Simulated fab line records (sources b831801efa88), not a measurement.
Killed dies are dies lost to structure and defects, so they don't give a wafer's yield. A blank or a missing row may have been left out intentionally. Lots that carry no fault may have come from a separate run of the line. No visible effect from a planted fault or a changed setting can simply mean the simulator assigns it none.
A lot that was struck, set against a sound lot / flow sky130 / 23 steps out of a route of 708
Sound: wafers L686.1, L686.3, L686.5. The struck wafers were L687.1, L687.5, L687.6. The cause is given at the end.
Each step with rows lists, per side, the tool, then ch with its chambers, then its first start. Under that, the readings that differ: sound wafers / struck wafers / difference of the means / sigmas: that difference in standard deviations of wafers without a fault.
alike: same words and numbers on both sides, and readings whose means sit less than 2 such deviations apart. not compared: any withheld reading, any reading some wafer has no value for, any bound like >300 that may hide the same value, and any number with overlapping values for which the record gives no deviation.
A row with sigmas, a row that says differs or no value, or rows on one side alone: a step with any of these is where the two part. When numbers do not overlap yet have no deviation, they are printed without sigmas and do not part them. Lack of a reading on every wafer of one side parts them only where that side has two or more wafers.

first, 6 steps without rows for these wafers: SKY_VT_ADJUST_LVTN_HMDS_12 (prime time 61.34 s); SKY_VT_ADJUST_LVTN_COAT_13 (resist thk 1140 nm); SKY_VT_ADJUST_LVTN_SOFTBAKE_14 (time 60 s); SKY_VT_ADJUST_LVTN_EXPOSE_15 (exposes mask HVN STD DERIVED, target cd 600 nm); SKY_VT_ADJUST_LVTN_PEB_16; SKY_VT_ADJUST_LVTN_DEVELOP_17 (develop time 60 s).
SKY_VT_ADJUST_LVTN_OVL_MEAS_18:
  struck on overlay-02, day 9 16:27; sound on overlay-02, day 9 06:33
  alike: VT_ADJUST_LVTN_01_OVL
following that, these wafers have no rows for 1 step: SKY_VT_ADJUST_LVTN_IMPLANT_19.
SKY_VT_ADJUST_LVTN_STRIP_20: strips in O2/N2.
  sound on plasma asher-01 ch 1, day 9 10:45; struck on plasma asher-03 ch 0,1, day 9 16:38
  alike: drypump motor current A, oes product au, strip time to endpoint s
  not compared: rf hours counter h
SKY_VT_ADJUST_LVTN_TW_MEAS_21:
  struck on film metro-03, day 9 16:44; sound on film metro-02, day 9 10:51
  alike: VT_ADJUST_LVTN_2_TW
then, 2 steps without rows for these wafers: SKY_VT_ADJUST_NCORE_DEHYDRATE_00 (time 60 s); SKY_VT_ADJUST_NCORE_HMDS_01 (prime time 60 s).
SKY_VT_ADJUST_NCORE_COAT_02: resist thk 1140 nm.
  sound on litho track-04 ch 0, day 9 21:15; struck on litho track-03 ch 0, day 10 03:46
reading=spin speed rpm (rpm); sound=2996.3 2999.0 2999.8; struck=2946.4 2946.5 2947.5; difference=-51.6; sigmas=-23
reading=model.NOVOLAK_of_VT_ADJUST_NCORE_COAT_02.thk nm (nm); sound=1136 1139 1137; struck=1148 1149 1147; difference=+11; sigmas=
  alike: chill plate temp C
then, 3 steps without rows for these wafers: SKY_VT_ADJUST_NCORE_SOFTBAKE_03 (time 60 s); SKY_VT_ADJUST_NCORE_EXPOSE_04 (exposes mask LVTN COMPLEMENT THIN, target cd 380 nm); SKY_VT_ADJUST_NCORE_PEB_05.
SKY_VT_ADJUST_NCORE_DEVELOP_06: develop time 60 s.
  sound on litho track-04 ch 0, day 10 08:30; struck on litho track-01 ch 0, day 10 14:23
reading=model.NOVOLAK_of_VT_ADJUST_NCORE_COAT_02.thk nm (nm); sound=1136 1138 1137; struck=1148 1149 1147; difference=+11; sigmas=
  alike: chill plate temp C
SKY_VT_ADJUST_NCORE_CD_MEAS_07: target cd 380 nm.
  struck on cd sem-01, day 10 14:32; sound on cd sem-01, day 10 08:39
  alike: cd nm
SKY_VT_ADJUST_NCORE_OVL_MEAS_08:
  struck on overlay-02, day 10 14:40; sound on overlay-02, day 10 08:46
  alike: VT_ADJUST_NCORE_OVL
following that, these wafers have no rows for 1 step: SKY_VT_ADJUST_NCORE_IMPLANT_09.
SKY_VT_ADJUST_NCORE_STRIP_10: strips in O2/N2.
  sound on plasma asher-04 ch 0,1, day 10 08:58; struck on plasma asher-04 ch 0,1, day 10 14:51
reading=strip time to endpoint s (s); sound=14.12 14.15 14.13; struck=14.26 14.29 14.26; difference=+0.14; sigmas=+4
  alike: drypump motor current A, oes product au
  not compared: rf hours counter h
SKY_VT_ADJUST_NCORE_TW_MEAS_11:
  struck on film metro-02, day 10 14:57; sound on film metro-01, day 10 09:04
  alike: VT_ADJUST_NCORE_TW
SKY_PAD_OPEN_PROBE_99:
  sound wafers here have rows in the record (prober-02, day 47 10:26); struck ones have none

== WHERE THEY PART ==
Earliest at SKY_VT_ADJUST_NCORE_COAT_02; latest, in this record, at SKY_PAD_OPEN_PROBE_99.

WHY: the cause the simulator had injected
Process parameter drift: litho track-03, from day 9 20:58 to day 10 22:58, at SKY_VT_ADJUST_NCORE_COAT_02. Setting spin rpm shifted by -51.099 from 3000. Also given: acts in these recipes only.
